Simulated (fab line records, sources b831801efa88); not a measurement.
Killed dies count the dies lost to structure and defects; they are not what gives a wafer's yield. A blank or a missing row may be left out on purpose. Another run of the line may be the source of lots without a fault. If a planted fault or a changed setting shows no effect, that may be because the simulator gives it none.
2 desks looking at one fault | flow sky130 | each desk has only its own numbers; what lay behind them comes last

DESK OF THE TOOL OWNER: implanter-03
The tool's own readings at SKY_NWELL_IMPLANT_11, given as means over the sampled wafers that have a number, one for each lot that went through this tool. If a lot's mean is further than 4 standard deviations from the usual mean, the lot is out of limits and carries the mark OUT (the distance appears in the brackets).
Columns: A = beamEnergyKeV at SKY_NWELL_IMPLANT_11, usual 399.99
lot  | first seen here | A
L876 | day 4 14:08     | 399.97
L877 | day 4 19:38     | 400.24
L879 | day 5 09:54     | 315.33 (-99 or more) OUT
L880 | day 5 13:14     | 315.18 (-99 or more) OUT
L882 | day 6 02:28     | 315.18 (-99 or more) OUT
L894 | day 8 19:18     | 400.01
L895 | day 9 05:07     | 399.94
L896 | day 9 12:57     | 400.03
L897 | day 9 20:17     | 399.90
L898 | day 10 03:22    | 399.92
This desk's finding: out of limits on L879, L880, L882; first on L879, day 5 09:54 (beamEnergyKeV at SKY_NWELL_IMPLANT_11). In limits: L876, L877, L894, L895, L896, L897, L898.

METROLOGY DESK
What the gauges read, lot by lot, whatever tool the lot ran on: means of the sampled wafers that have a number. If a lot's mean is further than 4 standard deviations from the usual mean, the lot is out of limits and carries the mark OUT (the distance appears in the brackets).
Columns: A = FIELD_ISO_CVD_24_THK at SKY_FIELD_ISO_THK_MEAS_25, usual 598 nm; B = NWELL_TW at SKY_NWELL_TW_MEAS_15, usual 1805; C = NWELL_RS at SKY_NWELL_RS_MEAS_29, usual 625.2 ohm/sq
lot  | first seen here | A   | B               | C
L876 | day 2 08:59     | 595 | 1814            | 622.9
L877 | day 2 13:56     | 589 | 1821            | 625.3
L879 | day 3 01:10     | 600 | 1785            | 659.1 (+18) OUT
L880 | day 3 05:11     | 595 | 1731 (-4.1) OUT | 664.9 (+21) OUT
L882 | day 3 13:59     | 590 | 1756            | 663.8 (+20) OUT
L890 | day 5 07:42     | 593 | 1774            | 626.0
L894 | day 6 03:11     | 595 | 1825            | 630.2
L895 | day 6 12:14     | 599 | 1788            | 624.9
L896 | day 6 19:56     | 607 | 1814            | 626.0
L897 | day 7 00:16     | 596 | 1807            | 623.6
L898 | day 7 06:04     | 592 | 1824            | 623.6
This desk reports L879, L880, L882 out of limits; the earliest was L880 at day 5 13:46 (NWELL_TW at SKY_NWELL_TW_MEAS_15). In limits: L876, L877, L890, L894, L895, L896, L897, L898.

TAKEN TOGETHER
At day 5 09:54, on L879, L880, L882, the tool owner's desk was in a position to raise an alarm.
The metrology desk could have raised an alarm at day 5 13:46, on L879, L880, L882.
All the named lots went through SKY_NWELL_IMPLANT_11 on implanter-03.

WHAT THE SIMULATOR HAD PUT IN
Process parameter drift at SKY_NWELL_IMPLANT_11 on implanter-03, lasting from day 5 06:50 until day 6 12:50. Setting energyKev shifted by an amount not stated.
Lots struck among those shown: L879, L880, L882.
Delay (hours) between the fault's onset and each desk's first out-of-limits reading: 3 at the tool owner's desk, 7 at the metrology desk.
